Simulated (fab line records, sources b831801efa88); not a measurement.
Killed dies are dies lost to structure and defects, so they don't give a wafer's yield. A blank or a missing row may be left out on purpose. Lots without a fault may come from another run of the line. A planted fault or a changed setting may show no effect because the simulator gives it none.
Problem report in the 8D (eight disciplines) form, filled by code | flow gf180mcu | the parts of the form that need people (team, actions taken, sign-off) are left out

1. THE PROBLEM
developer_temp_C at GF_V1_DEVELOP_13 reads a mean of 20.24 C on 6 wafers of 2 lots; wafers without a fault read 21.03 C with a standard deviation of 0.11. That is -7.2 standard deviations from the usual mean.
The step: develop time 60 s.
First seen on wafer L436.1, day 23 04:07, on litho_track-04. The record holds 39 wafers of 13 lots with a number at this step. Rule for "out", or "out of limits": more than 4 standard deviations from the usual mean. The other wafers with a number count as sound.

2. WHAT IT IS AND WHAT IT IS NOT
question                    | is                     | is not
which readings at this step | developer_temp_C       | -
which lots                  | L436, L437             | L422, L424, L425, L426, L427, L428, L430, L433, L435, L440, L445
which wafers of those lots  | all that have a number | -
read on which tools         | litho_track-04         | litho_track-01, litho_track-03
when                        | from day 23 04:07      | up to then (27 sound wafers); but 6 sound wafers of L440, L445 came after

3. SUSPECTS, AND WHAT RULES EACH OUT
Counting: a tool at a process step up to the reading stays a suspect if it ran every lot that is out and no sound lot after the first of them.
- litho_track-04 at GF_V1_DEVELOP_13 (develop time 60 s): kept. It ran every lot that is out, first L436 (day 23 04:07), and no sound lot after that; its last sound lot up to then is L433 (day 22 11:19). Its own readings are out on those wafers: developer_temp_C.
Left after counting: litho_track-04 at GF_V1_DEVELOP_13.

4. THE CAUSE (what the simulator had put in)
Process parameter drift: litho_track-04, from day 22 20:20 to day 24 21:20, at GF_V1_DEVELOP_13. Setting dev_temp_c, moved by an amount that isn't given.
Counting left only this tool.

5. THE CHAIN OF EFFECTS, in route order
Each row: a reading whose mean over the struck wafers that have a number lies more than 3 standard deviations from the usual. Only readings for which the record gives a usual standard deviation are gone through. hours: the time from each lot's start at the first step in this table that gives one to its start at this step, as a median over the lots. sigmas: the change in usual standard deviations.
hours | step             | reading          | usual   | on struck wafers | change | sigmas
0     | GF_V1_DEVELOP_13 | developer_temp_C | 21.03 C | 20.24            | -0.79  | -7.2
The process steps in it:
- GF_V1_DEVELOP_13: develop time 60 s.

6. WHAT WOULD HAVE CAUGHT IT SOONER
In this record the first reading out of limits was taken at day 23 04:07, 8 hours after the fault began at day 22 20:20.
